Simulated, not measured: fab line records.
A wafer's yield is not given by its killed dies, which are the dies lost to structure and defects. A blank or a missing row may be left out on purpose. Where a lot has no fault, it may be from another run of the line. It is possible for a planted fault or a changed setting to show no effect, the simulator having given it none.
Chamber matching -- flow sky130 -- SKY_VIA3_CMP_02 on cmp-02 has 4 sister chambers
The step polishes SiO2. 39 wafers are shown with their chamber, then 12 later ones without.

## WAFERS PAIRED WITH THEIR CHAMBERS
wafer,chamber,motorCurrentA (A)
L074.2,2,12.7
L074.3,1,12.5
L074.6,2,12.7
L075.1,1,12.5
L075.2,0,11.2
L075.3,2,12.4
L076.2,0,11.0
L076.4,2,12.3
L076.5,2,12.4
L077.2,2,12.6
L077.3,1,12.4
L077.6,1,12.7
L079.2,1,13.3
L079.5,3,10.8
L079.6,0,11.3
L080.2,3,10.1
L080.4,2,12.4
L080.6,3,10.7
L081.1,1,12.6
L081.4,2,12.0
L081.5,0,11.1
L082.4,1,12.6
L082.5,1,13.1
L082.6,0,11.8
L083.1,3,10.3
L083.2,0,11.3
L083.3,2,12.4
L084.4,1,12.6
L084.5,0,11.5
L084.6,1,13.1
L086.3,0,11.5
L086.5,3,9.8
L086.6,2,12.6
L087.2,3,10.5
L087.3,0,11.1
L087.6,1,12.6
L089.1,1,13.2
L089.5,2,12.9
L089.6,1,12.4

SIGNATURES (means of the wafers above)
reading,chamber 0,chamber 1,chamber 2,chamber 3,scatter within a chamber
motorCurrentA,11.311,12.738,12.491,10.367,0.294
Rule: for a wafer and a chamber, the distance is found by dividing, reading by reading, the gap between the wafer's reading and the chamber's mean by the reading's scatter, squaring, summing and taking the root. If the next closest chamber is less than 2 further off than the closest, the wafer can't be placed; otherwise it belongs to the closest. The scatter is the square root of a quotient: the sum, over the shown wafers, of each reading's squared deviation from its chamber's mean, divided by wafers minus chambers.

## WAFERS WITHOUT THEIR CHAMBER
wafer,motorCurrentA (A)
L090.1,11.0
L090.5,13.1
L090.6,11.1
L091.3,12.8
L091.4,11.4
L091.5,13.2
L093.1,12.6
L093.2,13.1
L093.4,11.4
L094.1,10.4
L094.3,11.4
L094.6,12.4

## CHAMBER TAKEN BY EACH
wafer,from the rows above,in truth
L090.1,can't be placed: 0 or 3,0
L090.5,can't be placed: 1 or 2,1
L090.6,can't be placed: 0 or 3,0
L091.3,can't be placed: 1 or 2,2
L091.4,0,0
L091.5,can't be placed: 1 or 2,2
L093.1,can't be placed: 2 or 1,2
L093.2,can't be placed: 1 or 2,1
L093.4,0,0
L094.1,3,3
L094.3,0,0
L094.6,can't be placed: 2 or 1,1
4 of 12 placed correctly. These rows do not allow placing 8 (true chamber among the candidates in 8). Number placed wrongly: 0.
